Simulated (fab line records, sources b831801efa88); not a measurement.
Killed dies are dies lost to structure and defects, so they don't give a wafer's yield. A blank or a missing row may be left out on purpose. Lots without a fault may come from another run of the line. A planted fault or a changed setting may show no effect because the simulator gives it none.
A struck lot beside a sound one | flow sky130 | 23 steps out of a route of 708
Sound: wafers L564.1, L564.2, L564.4. Struck: wafers L571.1, L571.2, L571.5. The cause comes at the end.
At each step with rows: each side's tool, then ch and its chambers, then its first start. Under that, the readings that differ: sound wafers | struck wafers | difference of the means | sigmas: that difference in standard deviations of wafers without a fault.
alike: readings whose means differ by less than 2 such deviations, and words and numbers that are the same on both sides. not compared: withheld readings, readings that some wafer has no value for, bounds like >300 that may hide the same value, and numbers for which the record gives no deviation and whose values overlap.
The two part at a step that has a row with sigmas, a row that says differs or no value, or rows on one side only. Numbers that don't overlap but have no deviation are shown without sigmas and don't part them. A reading that every wafer of one side lacks parts them only if that side has two wafers or more.

first, 9 steps without rows for these wafers: SKY_LOCAL_INTERCONNECT_PEB_09; SKY_LOCAL_INTERCONNECT_DEVELOP_10 (develop time 60 s); SKY_LOCAL_INTERCONNECT_ETCH_13 (etches BARC in N2/H2, stops on SiO2, time 45.9 s, target depth 60 nm); SKY_LOCAL_INTERCONNECT_METAL_ETCH_14 (etches TiN in Cl2/BCl3, stops on PSG, target depth 110 nm, time 31.4 s); SKY_LOCAL_INTERCONNECT_STRIP_15 (strips in O2/N2); SKY_LOCAL_INTERCONNECT_STRIP_16 (strips in post etch residue remover, time 1200 s); SKY_LOCAL_INTERCONNECT_CLEAN_17 (cleans in IPA, time 180 s); SKY_LOCAL_INTERCONNECT_CLEAN_18 (cleans in O3/DIW); SKY_CONTACT_CVD_00 (deposits Si3N4, target thk 75 nm).
SKY_CONTACT_HDPCVD_02: deposits SiO2, target thk 565 nm, time 94.2 s.
  sound on hdpcvd-02 ch 0,1, day 30 10:39; struck on hdpcvd-02 ch 0,1, day 32 18:15
  no value came back on the struck wafers for pressure_mtorr (mTorr), run_length_s (s); on the sound wafers pressure_mtorr (mTorr) reads 5.992 6.010 6.021
then, 10 steps without rows for these wafers: SKY_CONTACT_CMP_04 (polishes SiO2); SKY_CONTACT_DEHYDRATE_06 (time 60 s); SKY_CONTACT_HMDS_07 (prime time 60 s); SKY_CONTACT_COAT_08 (resist thk 60 nm); SKY_CONTACT_COAT_09 (resist thk 450 nm); SKY_CONTACT_SOFTBAKE_10 (time 90 s); SKY_CONTACT_EXPOSE_11 (exposes mask CTM1, target cd 170 nm); SKY_CONTACT_PEB_12; SKY_CONTACT_DEVELOP_13 (develop time 60 s); SKY_CONTACT_ETCH_16 (etches BARC in N2/H2, stops on SiO2, time 45.9 s, target depth 60 nm).
SKY_CONTACT_ETCH_17: etches SiO2 in C4F8/O2/Ar, stops on Si3N4, target depth 340 nm.
  sound on rie_diel-03 ch 0,1,3, day 31 15:08; struck on rie_diel-01 ch 2,3, day 33 21:47
  reading                  | sound             | struck            | difference | sigmas
  oes_product_au (a.u.)    | 0.889 0.892 0.898 | 0.380 0.370 0.368 | -0.520     | -99 or more
  model.etch.depth_nm (nm) | 340.1 340.1 341.1 | 0 0 0             | -340       |
  alike: chamber_pressure_mTorr
then, 1 step without rows for these wafers: SKY_CONTACT_ETCH_18 (etches Si3N4 in CHF3/O2, stops on TiN, time 39 s, target depth 75 nm).
-- the record jumps here: 14 days lie between the struck wafers' starts before and after (it left off in module CONTACT and takes up again in module PAD_OPEN, whose first step shown is number 708 of the route) --
SKY_PAD_OPEN_PROBE_99:
  sound on prober-01, day 45 20:10; struck on prober-01, day 47 12:40
  reading            | sound    | struck      | difference | sigmas
  killed_at_M0_to_M3 | 46 44 50 | 11 13 9     | -36        | -5
  killed_at_contacts | 28 19 23 | 474 473 480 | +452       | +85
  killed_dies        | 86 77 86 | 492 492 492 | +409       | +44
  killed_on_rim      | 18 18 15 | 96 96 96    | +79        | +19
  killed_open        | 53 34 52 | 13 9 10     | -36        | -5
  killed_short       | 32 43 33 | 6 12 7      | -28        | -4
  alike: killed_at_M4_up, killed_at_front_end, killed_at_other

WHERE THEY PART
First at SKY_CONTACT_HDPCVD_02; last, within this record, at SKY_PAD_OPEN_PROBE_99.

WHY: what the simulator had put in
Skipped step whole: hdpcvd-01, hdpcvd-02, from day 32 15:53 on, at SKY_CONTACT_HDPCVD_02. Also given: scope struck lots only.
